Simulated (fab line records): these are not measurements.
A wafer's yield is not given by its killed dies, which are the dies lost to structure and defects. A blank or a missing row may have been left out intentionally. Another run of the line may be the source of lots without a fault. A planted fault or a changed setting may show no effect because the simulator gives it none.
Struck lot and sound lot, side by side :: flow sky130 :: 27 out of 708 route steps
Sound: wafers L495.3, L495.4, L495.6. Wafers struck: L489.1, L489.4, L489.5. At the end, the cause is stated.
At each step with rows: each side's tool, then ch and its chambers, then its first start. Under that, the readings that differ: sound wafers :: struck wafers :: difference of the means :: sigmas: that difference in standard deviations of wafers without a fault.
alike: readings with means less than 2 such deviations apart, plus words and numbers identical on both sides. not compared: withheld readings, readings lacking a value on some wafer, bounds such as >300 that could conceal the same value, and numbers that have no deviation in the record and whose values overlap.
The two part at a step that has a row with sigmas, a row that says differs or no value, or rows on one side only. Numbers that have no deviation but don't overlap get no sigmas and don't part them. A reading that every wafer of one side lacks parts them only if that side has two wafers or more.

first, 3 steps without rows for these wafers: SKY_LDD_N_EXPOSE_04 (exposes mask NTM, target cd 840 nm); SKY_LDD_N_PEB_05; SKY_LDD_N_DEVELOP_06 (develop time 60 s).
SKY_LDD_N_OVL_MEAS_07:
  sound: overlay-01 at day 25 05:18; struck: overlay-02 at day 22 22:35
  alike: LDD_N_OVL
then, 8 steps without rows for these wafers: SKY_LDD_N_IMPLANT_08; SKY_LDD_N_IMPLANT_09; SKY_LDD_N_IMPLANT_10; SKY_LDD_N_IMPLANT_11; SKY_LDD_N_IMPLANT_12; SKY_LDD_N_IMPLANT_13; SKY_LDD_N_IMPLANT_14; SKY_LDD_N_IMPLANT_15.
SKY_LDD_N_STRIP_16: strips in O2/N2.
  sound on plasmaAsher-02 ch 0,1, day 25 06:34; struck on plasmaAsher-01 ch 0,1, day 22 23:50
  no value came back on the struck wafers for chamberPressureMTorr (mTorr), drypumpMotorCurrentA (A), oesProductAu (a.u.), stripTimeToEndpointS (s); on the sound wafers chamberPressureMTorr (mTorr) reads 1497.9 1499.8 1500.6
reading: model.NOVOLAK_of_LDD_N_COAT_02.thkNm (nm)
sound: 0 0 0
struck: 299.6 299.6 299.7
difference: +299.6
sigmas: 
  not compared: rfHoursCounterH
SKY_LDD_N_TW_MEAS_17:
  sound: filmMetro-04 at day 25 06:39; struck: filmMetro-02 at day 22 23:56
  alike: LDD_N_TW
then, 7 steps without rows for these wafers: SKY_LDD_P_DEHYDRATE_00 (time 60 s); SKY_LDD_P_HMDS_01 (prime time 60 s); SKY_LDD_P_COAT_02 (resist thk 1140 nm); SKY_LDD_P_SOFTBAKE_03 (time 60 s); SKY_LDD_P_EXPOSE_04 (exposes mask PSDM, target cd 380 nm); SKY_LDD_P_PEB_05; SKY_LDD_P_DEVELOP_06 (develop time 60 s).
SKY_LDD_P_CD_MEAS_07 targets a cd of 380 nm.
  sound: cdSem-02 at day 26 11:35; struck: cdSem-01 at day 24 05:46
  alike: cdNm
SKY_LDD_P_OVL_MEAS_08:
  sound: overlay-01 at day 26 11:40; struck: overlay-02 at day 24 05:53
  alike: LDD_P_OVL
following that, these wafers have no rows for 1 step: SKY_LDD_P_IMPLANT_09.
SKY_LDD_P_STRIP_10: strips in O2/N2.
  sound on plasmaAsher-02 ch 0,1, day 26 11:53; struck on plasmaAsher-04 ch 0,1, day 24 06:05
reading: stripTimeToEndpointS (s)
sound: 14.11 14.15 14.11
struck: 18.75 18.75 18.77
difference: +4.63
sigmas: +99 or more
  alike: chamberPressureMTorr, drypumpMotorCurrentA, oesProductAu
  not compared: rfHoursCounterH
SKY_LDD_P_TW_MEAS_11:
  sound: filmMetro-01 at day 26 11:58; struck: filmMetro-01 at day 24 06:11
reading: LDD_P_TW
sound: 639 640 638
struck: 30 30 30
difference: -609
sigmas: -99 or more
then, 1 step without rows for these wafers: SKY_LDD_HVN_DEHYDRATE_00 (time 60 s).

WHERE THEY PART
Earliest at SKY_LDD_N_STRIP_16; latest, in this record, at SKY_LDD_P_TW_MEAS_11.

WHY: the cause the simulator had injected
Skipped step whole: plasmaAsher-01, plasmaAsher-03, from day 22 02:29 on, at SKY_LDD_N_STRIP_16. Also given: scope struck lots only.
